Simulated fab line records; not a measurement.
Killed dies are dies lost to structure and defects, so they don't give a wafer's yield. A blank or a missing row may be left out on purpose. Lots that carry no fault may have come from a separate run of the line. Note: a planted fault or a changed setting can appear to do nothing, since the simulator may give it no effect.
Shared-tool check ; flow sky130 ; Sample size 11 lots and 33 wafers

== REASON IT WAS OPENED ==
At SKY_LI_CONTACT_THK_MEAS_01 the reading LI_CONTACT_HDPCVD_THK is flagged on 2 of 11 lots. Fault-free wafers read 931 nm, with a standard deviation of 12.
Rule: a lot is flagged when every wafer of it that has a number lies more than 4 standard deviations from that mean, or none has a number. As for the other lots, they are considered sound.

lot;measured;on;LI_CONTACT_HDPCVD_THK (nm), wafer by wafer;flag
L499;day 29 06:28;film-metro-02;955 949 952;
L503;day 30 03:19;film-metro-03;945 931 950;
L506;day 31 08:39;film-metro-01;924 925 923;
L507;day 31 17:55;film-metro-02;920 934 926;
L508;day 32 02:37;film-metro-03;920 911 927;
L509;day 32 08:49;film-metro-01;910 914 929;
L510;day 32 17:43;film-metro-03;953 949 937;
L511;day 32 22:46;film-metro-02;1038 1028 1038;FLAGGED
L512;day 33 02:22;film-metro-03;1041 1046 1053;FLAGGED
L513;day 33 17:55;film-metro-01;947 931 950;
L517;day 34 22:34;film-metro-01;951 940 948;
On average the flagged lots' numbers are 1041 nm, which is +110 nm against the usual, or +9 standard deviations.

== EACH LOT AND THE TOOL IT RAN ON ==
The record holds 1 process step before the reading, out of a route of 708 steps. Read each cell as the tool, then ch plus the chambers that the sampled wafers visited, then the start.
lot;flag;SKY_LI_CONTACT_HDPCVD_00
L499;;hdpcvd-02 ch 0,1, day 29 06:21
L503;;hdpcvd-02 ch 0,2, day 30 03:12
L506;;hdpcvd-01 ch 0,1, day 31 08:33
L507;;hdpcvd-01 ch 0,1,2, day 31 17:49
L508;;hdpcvd-01 ch 0,1, day 32 02:30
L509;;hdpcvd-01 ch 0,1,2, day 32 08:43
L510;;hdpcvd-02 ch 0,2, day 32 17:36
L511;FLAGGED;hdpcvd-01 ch 0,2, day 32 22:39
L512;FLAGGED;hdpcvd-01 ch 0,1,2, day 33 02:16
L513;;hdpcvd-02 ch 0,1,2, day 33 17:49
L517;;hdpcvd-02 ch 0,1, day 34 22:28
What is done by these steps:
- SKY_LI_CONTACT_HDPCVD_00: deposits PSG, target thk 930 nm, time 155 s.
- SKY_LI_CONTACT_THK_MEAS_01

== FLAGGED AGAINST TOTAL, ONE TOOL AT A TIME (gauges that did the reading follow at the end) ==
step;tool;lots run;flagged;share of the flagged lots;sound lots run after its first flagged lot
SKY_LI_CONTACT_HDPCVD_00;hdpcvd-01;6;2;all;0
SKY_LI_CONTACT_HDPCVD_00;hdpcvd-02;5;0;none;-
SKY_LI_CONTACT_THK_MEAS_01;film-metro-01;4;0;none;-
SKY_LI_CONTACT_THK_MEAS_01;film-metro-02;3;1;some;0
SKY_LI_CONTACT_THK_MEAS_01;film-metro-03;4;1;some;0

== WHAT IS ALLOWED BY THE TABLE ==
All flagged lots share 1 row of the table, namely hdpcvd-01 at SKY_LI_CONTACT_HDPCVD_00.
- hdpcvd-01 at SKY_LI_CONTACT_HDPCVD_00: 2 of its 6 lots flagged. Last sound lot L509 at day 32 08:43, first flagged lot L511 at day 32 22:39; a fault beginning in between fits. Its own readings (run-length-s) fall more than 4 standard deviations out on all wafers of the flagged lots.
Just one tool remains: hdpcvd-01 at SKY_LI_CONTACT_HDPCVD_00.

== WHAT THE SIMULATOR HAD INSERTED ==
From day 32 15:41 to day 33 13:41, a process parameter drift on hdpcvd-01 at SKY_LI_CONTACT_HDPCVD_00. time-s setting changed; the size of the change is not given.
Struck lots among those shown: L511, L512. The rule given above showed the same thing.
